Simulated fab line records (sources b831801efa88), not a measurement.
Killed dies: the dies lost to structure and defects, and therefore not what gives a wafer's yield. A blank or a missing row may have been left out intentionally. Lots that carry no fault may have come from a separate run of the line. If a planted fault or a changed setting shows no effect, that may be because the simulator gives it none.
fab line records	flow gf180mcu
record lots=13	wafers=39	lastDay=34
route steps=602 shown NWELL@52 MVSD@70 CONTACT@288
lots that met no fault: from a run of the same line without faults
startH: hours from the record's opening day to when the first of the lot's shown wafers began	waitH: hours from the lot's prior step to this one	" as in the row above	L1.1+2: a single row standing in for several wafers	- no value present, or no start provided	* or withheld: withheld	< > ~ a bound
route shown NAME@n: NAME is a module with steps in the file, n the number in the route of the first one	usual: average and standard deviation across the fault-free wafers	same: alike in all rows	chamber/n: place in a boat	sites: each site's reading	_std_site: their standard deviation	_edge_site: outer sites' mean less inner sites'	radiusMm: for every site, how far away it sits from the centre of the wafer	mask NAME#n: copy n	behind: the most recent tool/chamber to have shaped the wafer	hold: cause of the lot's hold/its duration in hours/its outcome	device: transistor that didn't switch, given as n, p or np	end of line: tests run on the same wafers once the route is complete	a step given without rows: its recipe and nothing more	killed: count of dies lost to structure and defects at first sort (not the wafer's yield)	map: a wafer's dies, x killed, . not, _ none there
set.NAME: the setting that was run; set.NAME@STEP: the one run at that earlier step	model.NAME: the simulator's own value behind a step, which no gauge read
route steps across a sampled set of lots; one table per step, one row per wafer
services: the hour from which a tool's chamber was out of use, counted from the record's first day as startH (under 0 if before that day), plus the number of hours and why
## steps
# step GF_NWELL_STRIP_10
# recipe chemistry=O2/N2	powerW=1400	pressureMtorr=1500	platenTempC=250	o2FlowSccm=3000	n2FlowSccm=300	overashFraction=0.5
# usual drypumpMotorCurrentA=5.8/0.37	heaterPowerW=304/15	oesProductAu=0.723/0.0045	stripTimeToEndpointS=37.06/0.11
lot.wafer	tool	chamber	startH	waitH	drypumpMotorCurrentA	heaterPowerW	oesProductAu	rfHoursCounterH	stripTimeToEndpointS
L303.1	plasmaAsher-03	1	55.96	0.1	5.5	324	0.726	41	36.94
L303.2	"	0	"	"	5.9	298	0.722	41	37.06
L303.6	"	1	"	"	5.5	322	0.721	-	37.09
L304.1	plasmaAsher-01	1	63.55	0.1	6.2	280	0.725	42	37.28
L304.3	"	0	"	"	6.1	310	0.725	-	37.10
L304.6	"	1	"	"	6.2	280	0.732	-	37.15
L307.2	plasmaAsher-03	0	78.41	0.1	6.0	296	0.721	44	36.88
L307.3	"	0	"	"	5.9	292	0.726	-	36.87
L307.4	"	1	"	"	5.5	321	0.716	-	36.81
L308.1	plasmaAsher-03	0	83.30	0.1	5.9	299	0.723	44	36.91
L308.4	"	0	"	"	5.9	294	0.729	-	36.99
L308.6	"	0	"	"	5.9	295	0.720	-	37.00
L310.2	plasmaAsher-03	0	94.16	0.1	5.9	300	0.721	45	37.07
L310.3	"	1	"	"	5.5	321	0.718	-	37.00
L310.5	"	0	"	"	5.9	302	0.721	-	37.13
L317.1	plasmaAsher-01	0	132.56	0.1	6.1	312	0.724	49	37.03
L317.4	"	1	"	"	6.2	285	0.724	-	37.03
L317.5	"	0	"	"	6.1	312	0.715	-	36.96
L318.2	plasmaAsher-03	1	138.86	0.1	5.5	307	0.722	50	37.07
L318.3	"	0	"	"	5.9	293	0.725	-	36.96
L318.5	"	0	"	"	5.9	298	0.729	-	37.03
L320.1	plasmaAsher-01	0	148.46	0.1	6.1	317	0.726	51	36.97
L320.4	"	0	"	"	6.1	310	0.718	-	37.06
L320.5	"	1	"	"	6.2	279	0.716	-	37.11
L322.3	plasmaAsher-03	1	158.74	0.1	5.5	321	0.719	-	37.38
L322.4	"	0	"	"	5.9	303	0.731	-	37.24
L322.5	"	0	"	"	6.0	296	0.732	-	37.18
L323.1	plasmaAsher-01	1	164.59	0.1	6.2	278	0.724	53	37.21
L323.2	"	0	"	"	6.1	316	0.719	53	37.29
L323.4	"	0	"	"	6.1	315	0.724	-	37.21
L324.1	plasmaAsher-01	0	170.74	0.1	6.1	311	0.728	53	36.98
L324.3	"	0	"	"	6.1	310	0.721	-	36.82
L324.5	"	1	"	"	6.2	287	0.734	-	36.94
L325.1	plasmaAsher-01	0	176.61	0.1	6.1	316	0.718	54	37.20
L325.2	"	1	"	"	6.2	285	0.722	54	37.18
L325.6	"	1	"	"	6.2	289	0.719	-	37.16
L326.1	plasmaAsher-04	1	182.64	0.1	5.8	289	0.724	42	37.14
L326.2	"	0	"	"	4.9	321	0.725	42	37.22
L326.3	"	1	"	"	5.8	295	0.724	-	37.13
# step GF_MVSD_EXPOSE_04
# recipe maskId=MVSD	targetCdNm=1000	na=0.6	sourceShape=conventional	sigmaOuter=0.6	doseMj=260
# usual reticleTempC=22.99/0.11
lot.wafer	tool	chamber	startH	waitH	mask	reticleTempC
L303.1	ilineStepper-01	0	76.38	-	MVSD#0	22.96
L303.2	"	0	"	"	MVSD#0	22.94
L303.6	"	0	"	"	MVSD#0	22.78
L304.1	ilineStepper-01	0	84.03	-	MVSD#0	22.92
L304.3	"	0	"	"	MVSD#0	22.86
L304.6	"	0	"	"	MVSD#0	23.03
L307.2	ilineStepper-01	0	99.79	-	LVPWELL#0	23.18
L307.3	"	0	"	"	LVPWELL#0	22.83
L307.4	"	0	"	"	LVPWELL#0	22.94
L308.1	ilineStepper-01	0	105.00	-	MVSD#0	22.96
L308.4	"	0	"	"	MVSD#0	23.07
L308.6	"	0	"	"	MVSD#0	23.06
L310.2	ilineStepper-02	0	116.63	-	MVSD#0	23.04
L310.3	"	0	"	"	MVSD#0	23.01
L310.5	"	0	"	"	MVSD#0	23.09
L317.1	ilineStepper-02	0	155.45	-	MVSD#0	22.99
L317.4	"	0	"	"	MVSD#0	23.06
L317.5	"	0	"	"	MVSD#0	22.98
L318.2	ilineStepper-01	0	162.49	-	MVSD#0	23.13
L318.3	"	0	"	"	MVSD#0	23.10
L318.5	"	0	"	"	MVSD#0	23.25
L320.1	ilineStepper-01	0	173.25	-	MVSD#0	22.83
L320.4	"	0	"	"	MVSD#0	22.88
L320.5	"	0	"	"	MVSD#0	22.77
L322.3	ilineStepper-02	0	184.03	-	MVSD#0	22.96
L322.4	"	0	"	"	MVSD#0	22.96
L322.5	"	0	"	"	MVSD#0	22.96
L323.1	ilineStepper-01	0	189.72	-	MVSD#0	22.89
L323.2	"	0	"	"	MVSD#0	23.04
L323.4	"	0	"	"	MVSD#0	22.85
L324.1	ilineStepper-02	0	195.73	-	MVSD#0	23.21
L324.3	"	0	"	"	MVSD#0	23.10
L324.5	"	0	"	"	MVSD#0	23.11
L325.1	ilineStepper-02	0	202.32	-	MVSD#0	22.97
L325.2	"	0	"	"	MVSD#0	23.06
L325.6	"	0	"	"	MVSD#0	23.01
L326.1	ilineStepper-01	0	209.02	-	MVSD#0	23.07
L326.2	"	0	"	"	MVSD#0	23.14
L326.3	"	0	"	"	MVSD#0	23.21
# step GF_MVSD_OVL_MEAS_07
# usual MVSD_OVL=0.4/1.2
lot.wafer	tool	chamber	startH	waitH	MVSD_OVL[nm]
L303.1	overlay-01	-	82.60	-	1.1
L303.2	"	-	"	"	1.2
L303.6	"	-	"	"	0.1
L304.1	overlay-02	-	90.70	-	0.5
L304.3	"	-	"	"	-0.5
L304.6	"	-	"	"	0.4
L307.2	overlay-01	-	106.32	-	-
L307.3	"	-	"	"	-
L307.4	"	-	"	"	-
L308.1	overlay-01	-	112.15	-	0.8
L308.4	"	-	"	"	3.1
L308.6	"	-	"	"	0.8
L310.2	overlay-02	-	123.50	-	-0.5
L310.3	"	-	"	"	0.1
L310.5	"	-	"	"	-0.4
L317.1	overlay-01	-	163.37	-	0.2
L317.4	"	-	"	"	2.4
L317.5	"	-	"	"	0.0
L318.2	overlay-02	-	170.68	-	0.8
L318.3	"	-	"	"	1.1
L318.5	"	-	"	"	1.5
L320.1	overlay-02	-	181.36	-	-1.1
L320.4	"	-	"	"	-0.2
L320.5	"	-	"	"	0.8
L322.3	overlay-02	-	192.47	-	0.4
L322.4	"	-	"	"	-0.8
L322.5	"	-	"	"	0.7
L323.1	overlay-02	-	198.07	-	0.8
L323.2	"	-	"	"	2.4
L323.4	"	-	"	"	1.3
L324.1	overlay-02	-	204.97	-	0.7
L324.3	"	-	"	"	0.8
L324.5	"	-	"	"	0.9
L325.1	overlay-02	-	211.30	-	0.2
L325.2	"	-	"	"	0.8
L325.6	"	-	"	"	-0.6
L326.1	overlay-02	-	217.11	-	-1.8
L326.2	"	-	"	"	0.5
L326.3	"	-	"	"	2.0
# step GF_MVSD_STRIP_10
# recipe chemistry=O2/N2	powerW=1400	pressureMtorr=1500	platenTempC=250	o2FlowSccm=3000	n2FlowSccm=300	overashFraction=0.5
# usual drypumpMotorCurrentA=5.7/0.46	heaterPowerW=298/16	oesProductAu=0.723/0.0043	stripTimeToEndpointS=37.04/0.098
lot.wafer	tool	chamber	startH	waitH	drypumpMotorCurrentA	heaterPowerW	oesProductAu	rfHoursCounterH	stripTimeToEndpointS
L303.1	plasmaAsher-01	0	82.93	0.1	6.1	318	0.714	44	37.04
L303.2	"	1	"	"	6.2	280	0.722	44	36.98
L303.6	"	0	"	"	6.1	312	0.724	-	36.86
L304.1	plasmaAsher-02	1	91.03	0.1	6.1	286	0.721	39	37.01
L304.3	"	0	"	"	5.3	297	0.729	-	36.91
L304.6	"	0	"	"	5.3	290	0.715	-	37.06
L307.2	plasmaAsher-04	0	106.65	0.1	4.9	322	0.721	33	36.99
L307.3	"	0	"	"	4.9	324	0.725	-	36.88
L307.4	"	1	"	"	5.7	297	0.729	-	37.04
L308.1	plasmaAsher-01	0	112.48	0.1	6.1	315	0.722	47	36.94
L308.4	"	1	"	"	6.2	275	0.726	-	37.02
L308.6	"	0	"	"	6.1	304	0.722	-	37.13
L310.2	plasmaAsher-01	1	123.83	0.1	6.2	286	0.721	49	36.95
L310.3	"	0	"	"	6.1	312	0.723	-	37.03
L310.5	"	1	"	"	6.2	280	0.719	-	36.92
L317.1	plasmaAsher-04	0	163.71	0.1	4.9	314	0.714	39	37.14
L317.4	"	0	"	"	4.9	328	0.721	-	37.20
L317.5	"	1	"	"	5.7	302	0.719	-	37.14
L318.2	plasmaAsher-02	0	171.01	0.1	5.4	282	0.719	5	36.97
L318.3	"	0	"	"	5.3	290	0.721	-	37.01
L318.5	"	1	"	"	6.1	286	0.717	-	36.86
L320.1	plasmaAsher-04	0	181.69	0.1	4.9	329	0.721	42	37.27
L320.4	"	1	"	"	5.7	294	0.724	-	37.12
L320.5	"	0	"	"	5.0	318	0.721	-	37.07
L322.3	plasmaAsher-04	1	192.83	0.1	5.7	299	0.725	-	37.13
L322.4	"	0	"	"	4.9	320	0.729	-	37.12
L322.5	"	1	"	"	5.8	298	0.716	-	37.03
L323.1	plasmaAsher-01	0	198.41	0.1	6.0	313	0.720	56	36.94
L323.2	"	1	"	"	6.2	289	0.726	56	37.10
L323.4	"	1	"	"	6.2	284	0.730	-	36.97
L324.1	plasmaAsher-04	0	205.31	0.1	4.9	324	0.726	44	37.05
L324.3	"	1	"	"	5.7	299	0.722	-	37.14
L324.5	"	0	"	"	4.9	315	0.724	-	37.09
L325.1	plasmaAsher-02	0	211.63	0.1	5.3	288	0.722	9	36.95
L325.2	"	1	"	"	6.1	287	0.724	9	37.07
L325.6	"	0	"	"	5.4	281	0.725	-	36.95
L326.1	plasmaAsher-04	1	217.44	0.1	5.7	302	0.730	45	37.14
L326.2	"	0	"	"	4.9	328	0.726	45	37.09
L326.3	"	0	"	"	4.9	321	0.718	-	37.01
# step GF_MVSD_TW_MEAS_11
# usual MVSD_TW=1593/7.6
lot.wafer	tool	chamber	startH	waitH	MVSD_TW
L303.1	filmMetro-02	-	83.03	0.1	1602
L303.2	"	-	"	"	1610
L303.6	"	-	"	"	1598
L304.1	filmMetro-01	-	91.13	0.1	1600
L304.3	"	-	"	"	1599
L304.6	"	-	"	"	1603
L307.2	filmMetro-01	-	106.76	0.1	30
L307.3	"	-	"	"	30
L307.4	"	-	"	"	30
L308.1	filmMetro-01	-	112.58	0.1	1597
L308.4	"	-	"	"	1594
L308.6	"	-	"	"	1593
L310.2	filmMetro-03	-	123.94	0.1	1593
L310.3	"	-	"	"	1599
L310.5	"	-	"	"	1594
L317.1	filmMetro-02	-	163.81	0.1	1592
L317.4	"	-	"	"	1588
L317.5	"	-	"	"	1590
L318.2	filmMetro-03	-	171.12	0.1	1586
L318.3	"	-	"	"	1599
L318.5	"	-	"	"	1594
L320.1	filmMetro-02	-	181.79	0.1	1597
L320.4	"	-	"	"	1595
L320.5	"	-	"	"	1594
L322.3	filmMetro-02	-	192.91	0.1	1580
L322.4	"	-	"	"	1581
L322.5	"	-	"	"	1582
L323.1	filmMetro-03	-	198.51	0.1	1599
L323.2	"	-	"	"	1602
L323.4	"	-	"	"	1603
L324.1	filmMetro-03	-	205.41	0.1	1596
L324.3	"	-	"	"	1587
L324.5	"	-	"	"	1593
L325.1	filmMetro-02	-	211.73	0.1	1589
L325.2	"	-	"	"	1583
L325.6	"	-	"	"	1588
L326.1	filmMetro-01	-	217.54	0.1	1595
L326.2	"	-	"	"	1588
L326.3	"	-	"	"	1583
# step GF_CONTACT_THK_MEAS_01
# recipe reads=SiO2_of_CONTACT_CVD_00
# usual CONTACT_CVD_00_THK=305.3/2.6
lot.wafer	tool	chamber	startH	waitH	CONTACT_CVD_00_THK[nm]
L303.1	filmMetro-01	-	338.57	0.0	306.7
L303.2	"	-	"	"	302.8
L303.6	"	-	"	"	300.1
L304.1	filmMetro-02	-	350.53	0.0	304.4
L304.3	"	-	"	"	306.4
L304.6	"	-	"	"	307.9
L307.2	filmMetro-03	-	379.08	0.0	301.1
L307.3	"	-	"	"	301.6
L307.4	"	-	"	"	300.8
L308.1	filmMetro-01	-	386.09	0.0	304.1
L308.4	"	-	"	"	301.4
L308.6	"	-	"	"	302.8
L310.2	filmMetro-01	-	406.28	0.0	302.9
L310.3	"	-	"	"	306.5
L310.5	"	-	"	"	306.6
L317.1	filmMetro-02	-	464.59	0.0	302.9
L317.4	"	-	"	"	303.6
L317.5	"	-	"	"	304.0
L318.2	filmMetro-03	-	470.50	0.0	307.0
L318.3	"	-	"	"	305.8
L318.5	"	-	"	"	302.1
L320.1	filmMetro-03	-	491.51	0.0	306.5
L320.4	"	-	"	"	306.8
L320.5	"	-	"	"	306.3
L322.3	filmMetro-03	-	500.94	0.0	303.9
L322.4	"	-	"	"	305.5
L322.5	"	-	"	"	304.3
L323.1	filmMetro-02	-	511.79	0.0	306.5
L323.2	"	-	"	"	302.7
L323.4	"	-	"	"	306.3
L324.1	filmMetro-01	-	521.56	0.0	307.0
L324.3	"	-	"	"	303.9
L324.5	"	-	"	"	305.4
L325.1	filmMetro-01	-	527.53	0.0	303.5
L325.2	"	-	"	"	309.0
L325.6	"	-	"	"	305.3
L326.1	filmMetro-03	-	537.65	0.0	303.6
L326.2	"	-	"	"	304.8
L326.3	"	-	"	"	309.5
## services
tool	chamber	startH	hours	kind
plasmaAsher-03	-	34.91	2.0	repair
plasmaAsher-01	-	46.19	0.8	repair
ilineStepper-02	-	65.52	8.0	repair
ilineStepper-01	-	84.21	1.7	pm
ilineStepper-02	-	98.08	1.7	pm
ilineStepper-02	-	100.99	2.9	repair
plasmaAsher-02	-	108.75	9.0	pm
plasmaAsher-02	0	108.75	9.0	ventCycle
plasmaAsher-02	1	108.75	9.0	ventCycle
plasmaAsher-02	0	117.75	-	clean
plasmaAsher-02	1	117.75	-	clean
ilineStepper-01	0	196.25	-	calibration
ilineStepper-02	-	208.28	5.4	repair
## key
firstSign step=GF_MVSD_EXPOSE_04	reading=mask	direction=changed
effect step=GF_MVSD_OVL_MEAS_07	reading=MVSD_OVL	direction=missing
effect step=GF_MVSD_TW_MEAS_11	reading=MVSD_TW	direction=down	sigmas=99+	usual=1593	struck=30
metAt GF_MVSD_EXPOSE_04
struckLots L307
sortLeftOut L307.2,L307.3,L307.4
testerLeftOut L307
notActingAt GF_NWELL_STRIP_10,GF_MVSD_STRIP_10,GF_CONTACT_THK_MEAS_01
onsetBetween 84.03 99.79
fault kind=wrongMask	tool=any	chamber=-	onsetH=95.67	steps=GF_MVSD_EXPOSE_04	auxCopy=LVPWELL#0	scope=struckLotsOnly
# testerLeftOut: of these lots the tester's yield and bins aren't shown, on N5 and GAA mostly nor the transistor test; their killed dies are dies lost to structure and defects alone, not to doping, threshold or leakage, so they don't give the yield
# sortLeftOut: the simulated sort isn't trusted on such a fault, so these wafers' sort isn't shown, and their yield isn't known
